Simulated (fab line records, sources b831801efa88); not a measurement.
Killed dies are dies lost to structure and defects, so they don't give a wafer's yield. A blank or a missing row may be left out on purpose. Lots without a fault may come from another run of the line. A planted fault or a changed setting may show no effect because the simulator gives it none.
A struck lot beside a sound one | flow sky130 | 31 steps out of a route of 708
Sound: wafers L554.1, L554.4, L554.5. Struck: wafers L559.3, L559.5. (L559.4 of the same lot was not struck and is left out.) The cause comes at the end.
At each step with rows: each side's tool, then ch and its chambers, then its first start. Under that, the readings that differ: sound wafers | struck wafers | difference of the means | sigmas: that difference in standard deviations of wafers without a fault.
alike: readings whose means differ by less than 2 such deviations, and words and numbers that are the same on both sides. not compared: withheld readings, readings that some wafer has no value for, bounds like >300 that may hide the same value, and numbers for which the record gives no deviation and whose values overlap.
The two part at a step that has a row with sigmas, a row that says differs or no value, or rows on one side only. Numbers that don't overlap but have no deviation are shown without sigmas and don't part them. A reading that every wafer of one side lacks parts them only if that side has two wafers or more.

SKY_CONTACT_ETCH_18: etches Si3N4 in CHF3/O2, stops on TiN, time 39 s, target depth 75 nm.
  sound on rie_diel-01 ch 0,1; struck on rie_diel-01 ch 0,1
  alike: drypump_motor_current_A, oes_product_au, throttle_valve_pct
  not compared: rf_hours_counter_h
SKY_CONTACT_STRIP_19: strips in O2/N2.
  sound on plasma_asher-02 ch 1, day 34 04:50; struck on plasma_asher-02 ch 1, day 35 10:05
  alike: drypump_motor_current_A, oes_product_au, strip_time_to_endpoint_s
  not compared: rf_hours_counter_h
then, 4 steps without rows for these wafers: SKY_CONTACT_STRIP_20 (strips in post etch residue remover, time 1200 s); SKY_CONTACT_CLEAN_21 (cleans in IPA, time 180 s); SKY_CONTACT_CLEAN_22 (cleans in O3/DIW); SKY_CONTACT_SPUTTER_23 (material TiN, target thk 20 nm, time 80 s).
SKY_CONTACT_CVD_24: deposits W, target thk 340 nm, time 102.12 s.
  sound on cvd_w-02 ch 0,1, day 34 05:32; struck on cvd_w-02 ch 0,1, day 35 10:45
  alike: heater_power_w
SKY_CONTACT_RS_MEAS_25: measures by four-point-probe.
  sound on film_metro-03, day 34 05:38; struck on film_metro-03, day 35 10:52
  alike: CONTACT_W_RS
SKY_CONTACT_THK_MEAS_26: measures by xrf.
  sound on film_metro-03, day 34 05:46; struck on film_metro-03, day 35 10:58
  alike: CONTACT_W_THK
SKY_CONTACT_CMP_27: polishes, stops on SiO2, t overpolish 15 s, target thk 0 nm.
  sound on cmp-01 ch 1,3, day 34 05:49; struck on cmp-01 ch 1,3, day 35 11:00
  alike: edge_zone_pressure_frac, motor_current_A, overpolish_run_s, time_to_endpoint_s
then, 2 steps without rows for these wafers: SKY_METAL1_SPUTTER_00 (material Ti, target thk 15 nm, time 10 s); SKY_METAL1_SPUTTER_01 (material TiN, target thk 20 nm, time 16.7 s).
SKY_METAL1_SPUTTER_02: material AlCu, target thk 250 nm, time 13.3 s.
  sound on pvd_sputter-03, day 34 06:10; struck on pvd_sputter-01, day 35 11:21
  reading                                     | sound           | struck    | difference | sigmas
  throttle_valve_pct (%)                      | 29.6 30.7 29.2  | 27.8 27.4 | -2.2       | -2
  model.AlCu_of_METAL1_SPUTTER_02.thk_nm (nm) | 246 252.1 251.4 | 163 161.3 | -88        |
then, 1 step without rows for these wafers: SKY_METAL1_SPUTTER_03 (material Ti, target thk 5 nm, time 3.3 s).
SKY_METAL1_SPUTTER_04: material TiN, target thk 70 nm, time 58.3 s.
  sound on pvd_sputter-03, day 34 06:13; struck on pvd_sputter-01, day 35 11:23
  reading                | sound          | struck    | difference | sigmas
  throttle_valve_pct (%) | 29.4 30.9 29.1 | 27.5 27.5 | -2.3       | -2
SKY_METAL1_RS_MEAS_05: measures by four-point-probe.
  sound on film_metro-03, day 34 06:16; struck on film_metro-04, day 35 11:46
  reading                 | sound                | struck        | difference | sigmas
  METAL1_ALCU_RS (ohm/sq) | 0.1286 0.1254 0.1259 | 0.1987 0.2006 | +0.0730    | +38
  not compared: hold
SKY_METAL1_THK_MEAS_06: measures by xrf.
  sound on film_metro-03, day 34 06:23; struck on film_metro-04, day 35 14:30
  reading              | sound       | struck  | difference | sigmas
  METAL1_ALCU_THK (nm) | 243 249 250 | 162 161 | -86        | -23
  not compared: hold
then, 7 steps without rows for these wafers: SKY_METAL1_HMDS_08 (prime time 60 s); SKY_METAL1_COAT_09 (resist thk 60 nm); SKY_METAL1_COAT_10 (resist thk 450 nm); SKY_METAL1_SOFTBAKE_11 (time 90 s); SKY_METAL1_EXPOSE_12 (exposes mask MM1, target cd 140 nm); SKY_METAL1_PEB_13; SKY_METAL1_DEVELOP_14 (develop time 60 s).
SKY_METAL1_CD_MEAS_15: target cd 140 nm.
  sound on cd_sem-02, day 35 09:12; struck on cd_sem-02, day 36 13:41
  alike: cd_nm
SKY_METAL1_OVL_MEAS_16:
  sound on overlay-01, day 35 09:19; struck on overlay-02, day 36 13:47
  alike: METAL1_OVL
then, 2 steps without rows for these wafers: SKY_METAL1_DESCUM_17 (chemistry O2, time 8 s); SKY_METAL1_ETCH_18 (etches BARC in N2/H2, stops on SiO2, time 45.9 s, target depth 60 nm).
SKY_METAL1_METAL_ETCH_19: etches the open film in Cl2/BCl3, stops on SiO2, target depth 360 nm, time 78 s.
  sound on rie_metal-03 ch 0,1, day 35 09:27; struck on rie_metal-03 ch 0,1, day 36 13:56
  reading               | sound             | struck      | difference | sigmas
  oes_product_au (a.u.) | 0.848 0.860 0.853 | 0.770 0.760 | -0.089     | -14
  alike: drypump_motor_current_A, throttle_valve_pct
  not compared: rf_hours_counter_h
then, 1 step without rows for these wafers: SKY_METAL1_STRIP_20 (strips in O2/N2).
-- the record jumps here: 12 days lie between the struck wafers' starts before and after (it left off in module METAL1 and takes up again in module PAD_OPEN, whose first step shown is number 708 of the route) --
SKY_PAD_OPEN_PROBE_99:
  sound on prober-02, day 47 18:26; struck on prober-01, day 48 17:17
  reading                      | sound                | struck        | difference | sigmas
  model.etest.met1.line_ohm_um | 0.924 0.8818 0.8943  | 1.471 1.397   | +0.534     |
  model.etest.met1.rs_ohm_sq   | 0.1304 0.1271 0.1277 | 0.2013 0.2038 | +0.0742    |
  alike: defect_limited_yield, killed_at_M0_to_M3, killed_at_M4_up, killed_at_contacts, killed_at_front_end, killed_at_other, killed_dies, killed_open, killed_short, sort_bin_3_pad_short, sort_bin_5_function, sort_bin_6_memory, sort_n_pass, sort_yield_pct

WHERE THEY PART
First at SKY_METAL1_SPUTTER_02; last, within this record, at SKY_METAL1_METAL_ETCH_19. Later steps at which nothing parts them and some readings are alike: SKY_PAD_OPEN_PROBE_99.

WHY: what the simulator had put in
Process parameter drift: pvd_sputter-01, from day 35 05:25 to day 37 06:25, at SKY_METAL1_SPUTTER_02. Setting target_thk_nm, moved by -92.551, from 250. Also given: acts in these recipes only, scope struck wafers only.
